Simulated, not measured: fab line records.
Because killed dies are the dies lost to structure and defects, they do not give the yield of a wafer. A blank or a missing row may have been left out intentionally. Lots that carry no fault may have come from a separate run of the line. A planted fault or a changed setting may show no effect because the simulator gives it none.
Comparing a struck lot with a sound one | flow sky130 | 16 out of 708 route steps
Sound: the wafers L832.1, L832.5, L832.6. Wafers struck: L841.1, L841.2, L841.3. The cause is given at the end.
For every step that has rows: the tool of each side, followed by ch and its chambers, followed by its first start. Under that, the readings that differ: sound wafers | struck wafers | difference of the means | sigmas: that difference in standard deviations of wafers without a fault.
alike: words and numbers the same on both sides, and readings whose means are apart by under 2 such deviations; not compared: readings that were withheld, readings missing a value for some wafer, numbers with overlapping values and no deviation given by the record, and bounds like >300 which may hide the same value.
Wherever a step has rows on one side only, a row that says differs or no value, or a row with sigmas, the two part there. Numbers that don't overlap but have no deviation are shown without sigmas and don't part them. A reading missing from all wafers of one side parts the sides only when that side holds two or more wafers.

first, 5 steps without rows for these wafers: SKY_SONOS_TUNNEL_COAT_02 (resist thk 1140 nm); SKY_SONOS_TUNNEL_SOFTBAKE_03 (time 60 s); SKY_SONOS_TUNNEL_EXPOSE_04 (exposes mask TUNM, target cd 410 nm); SKY_SONOS_TUNNEL_PEB_05; SKY_SONOS_TUNNEL_DEVELOP_06 (develop time 60 s).
SKY_SONOS_TUNNEL_CD_MEAS_07: the cd target is 410 nm.
  sound: cd-sem-01 at day 14 09:50; struck: cd-sem-02 at day 17 00:56
  alike: cd-nm
SKY_SONOS_TUNNEL_OVL_MEAS_08:
  sound: overlay-01 at day 14 09:58; struck: overlay-01 at day 17 01:03
  alike: SONOS_TUNNEL_OVL
then, 3 steps without rows for these wafers: SKY_SONOS_TUNNEL_IMPLANT_09; SKY_SONOS_TUNNEL_WET_ETCH_10 (etches SiO2 in dHF, target depth 14 nm, time 280 s); SKY_SONOS_TUNNEL_STRIP_11 (strips in SPM, time 600 s).
SKY_SONOS_TUNNEL_TW_MEAS_12:
  sound: film-metro-03 at day 14 10:24; struck: film-metro-03 at day 17 01:30
  alike: SONOS_TUNNEL_TW
then, 1 step without rows for these wafers: SKY_SONOS_TUNNEL_CLEAN_13 (cleans in dHF, time 20 s).
SKY_SONOS_ONO_OXIDATION_00: stabilise 600 s, purge 300 s, target thk 2.6 nm.
  sound on furnace-02 ch 0, day 14 10:29; struck on furnace-02 ch 0, day 17 02:18
  reading                                          | sound             | struck            | difference | sigmas
  model.SiO2_of_SONOS_ONO_OXIDATION_00.thk-nm (nm) | 2.631 2.634 2.651 | 2.896 2.926 2.903 | +0.270     |
  alike: spike-tc-lower-C, zone-power-bottom-pct
SKY_SONOS_ONO_THK_MEAS_01:
  sound: film-metro-02 at day 14 11:49; struck: film-metro-02 at day 17 03:38
  reading                      | sound          | struck         | difference | sigmas
  SONOS_ONO_OXIDATION_THK (nm) | 2.64 2.62 2.67 | 2.84 2.92 2.98 | +0.27      | +5
then, 1 step without rows for these wafers: SKY_SONOS_ONO_CVD_02 (deposits Si3N4 from DCS/NH3, target thk 10.5 nm, time 180 s).
-- here the record skips 34 days between the struck wafers' starts before and after, leaving off in module SONOS_ONO and picking up in module PAD_OPEN (first step shown: number 708 of the route) --
SKY_PAD_OPEN_PROBE_99:
  sound: prober-01 at day 47 21:02; struck: prober-01 at day 51 13:52
  reading                           | sound                | struck               | difference | sigmas
  model.etest.sonos-erased.vt-v (V) | -2.213 -2.232 -2.284 | -2.133 -2.103 -2.156 | +0.112     |
  alike: killed_at_M0_to_M3, killed_at_M4_up, killed-at-contacts, killed-at-front-end, killed-dies, killed-open, killed-short
  not compared: model.etest.sonos-erased.drive-ua-um, model.etest.cap-ono.gate-log10-a-cm2, model.etest.cap-ono.tox-acc-nm, model.etest.sonos-baked.vt-less-v, model.etest.sonos-programmed.vt-v

WHERE THEY PART
Only at SKY_SONOS_ONO_THK_MEAS_01, within this record. Later steps at which nothing parts them and some readings are alike: SKY_PAD_OPEN_PROBE_99.

WHY: the cause the simulator had injected
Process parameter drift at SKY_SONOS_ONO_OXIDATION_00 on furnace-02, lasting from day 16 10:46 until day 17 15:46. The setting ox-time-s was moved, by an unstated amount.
